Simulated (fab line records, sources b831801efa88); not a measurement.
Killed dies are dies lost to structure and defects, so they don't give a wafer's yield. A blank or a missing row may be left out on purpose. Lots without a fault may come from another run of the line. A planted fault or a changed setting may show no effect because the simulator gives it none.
Chamber matching | flow gf180mcu | GF_V3_CMP_26 on cmp-01: 4 sister chambers
The step polishes, stops on SiO2, t overpolish 15 s, target thk 0 nm. 8 wafers are shown with their chamber, then 8 later ones without.

WAFERS WITH THEIR CHAMBER
wafer  | chamber | motor_current_A (A) | time_to_endpoint_s (s)
L427.1 | 0       | 11.1                | 95
L439.1 | 1       | 12.5                | 82
L439.2 | 3       | 11.9                | 84
L439.3 | 2       | 11.6                | 79
L440.3 | 2       | 11.1                | 77
L440.4 | 3       | 11.2                | 79
L440.5 | 1       | 12.1                | 82
L443.1 | 0       | 10.3                | 91

WAFERS WITHOUT THEIR CHAMBER
wafer  | motor_current_A (A) | time_to_endpoint_s (s)
L443.2 | 11.1                | 81
L443.5 | 11.6                | 90
L444.1 | 11.6                | 90
L444.2 | 10.2                | 90
L444.3 | 11.7                | 87
L445.1 | 10.5                | 81
L445.3 | 12.3                | 82
L445.4 | 11.5                | 73

WHICH CHAMBER EACH WENT THROUGH
wafer  | from the rows above               | in truth
L443.2 | can't be placed: 3 or 2 or 1      | 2
L443.5 | can't be placed: 0 or 3 or 1      | 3
L444.1 | can't be placed: 0 or 3 or 1      | 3
L444.2 | 0                                 | 0
L444.3 | can't be placed: 3 or 1 or 0 or 2 | 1
L445.1 | can't be placed: 2 or 3 or 1      | 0
L445.3 | can't be placed: 1 or 3           | 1
L445.4 | can't be placed: 2 or 3           | 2
Placed correctly: 1 of 8. Can't be placed from these rows: 7 (the true chamber is among the candidates in 6). Placed wrongly: 0.
How it was worked out, from the rows above alone: a wafer's distance from a chamber is the root of the sum, over the readings, of the square of ((its reading less the chamber's mean) divided by the reading's scatter). The wafer belongs to the nearest chamber; if the next one is less than 2 further off, it can't be placed. A chamber's mean is the mean of its shown wafers. The scatter: the root of (the sum of the squares of (reading less its chamber's mean) over the shown wafers, divided by (wafers less chambers)).
